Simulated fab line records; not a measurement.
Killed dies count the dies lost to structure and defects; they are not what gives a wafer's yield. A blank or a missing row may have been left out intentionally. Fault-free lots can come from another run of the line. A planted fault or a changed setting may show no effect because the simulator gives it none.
One fault through the eyes of 2 desks :: flow gf180mcu :: each desk has only its own numbers; what lay behind them comes last

## FOR THE TOOL OWNER'S DESK: rie-metal-04
The tool's own readings at GF_MIM_METAL_ETCH_19 (etches the open film in Cl2/BCl3, stops on Si3N4, target depth 324.5 nm, time 54.1 s): means of the sampled wafers that have a number, for each lot that ran on this tool. The brackets show how far a lot's mean lies from the usual mean; more than 4 standard deviations puts the lot out of limits, marked OUT.
Columns: A = bias-w at GF_MIM_METAL_ETCH_19, usual 140.0 W; B = drypump-motor-current-A at GF_MIM_METAL_ETCH_19, usual 6.0 A; C = oes-product-au at GF_MIM_METAL_ETCH_19, usual 0.940 a.u.; D = throttle-valve-pct at GF_MIM_METAL_ETCH_19, usual 28.287 %
lot: L200
first seen here: day 25 14:40
A: 140.0
B: 5.8
C: 0.933
D: 28.300

lot: L205
first seen here: day 27 08:19
A: 140.2
B: 5.8
C: 0.937
D: 28.291

lot: L208
first seen here: day 27 20:04
A: 140.3
B: 5.8
C: 0.912
D: 28.304

lot: L212
first seen here: day 29 03:35
A: 140.1
B: 5.8
C: 0.918
D: 28.322

lot: L222
first seen here: day 31 20:26
A: 139.8
B: 5.8
C: 0.938
D: 28.291
This desk's finding: nothing out of limits on any of the 5 lots.

## AT THE METROLOGY DESK
What the gauges read, lot by lot, whatever tool the lot ran on: means of the sampled wafers that have a number. The brackets show how far a lot's mean lies from the usual mean; more than 4 standard deviations puts the lot out of limits, marked OUT.
Columns: A = V2_BOW at GF_V2_BOW_MEAS_05, usual 100 um
lot: L200
first seen here: day 19 11:17
A: 99

lot: L201
first seen here: day 19 15:04
A: 95

lot: L205
first seen here: day 21 13:34
A: 104

lot: L208
first seen here: day 22 03:32
A: 97

lot: L212
first seen here: day 23 15:30
A: 97

lot: L213
first seen here: day 24 02:54
A: 101

lot: L215
first seen here: day 24 20:30
A: 98

lot: L220
first seen here: day 26 05:45
A: 90

lot: L222
first seen here: day 26 17:25
A: 106

lot: L223
first seen here: day 27 00:16
A: 96
This desk's finding: nothing out of limits on any of the 10 lots.

## ALL TOGETHER
Nothing out of limits was seen by the tool owner's desk.
Metrology desk: nothing out of limits seen.

## WHAT THE SIMULATOR HAD INSERTED
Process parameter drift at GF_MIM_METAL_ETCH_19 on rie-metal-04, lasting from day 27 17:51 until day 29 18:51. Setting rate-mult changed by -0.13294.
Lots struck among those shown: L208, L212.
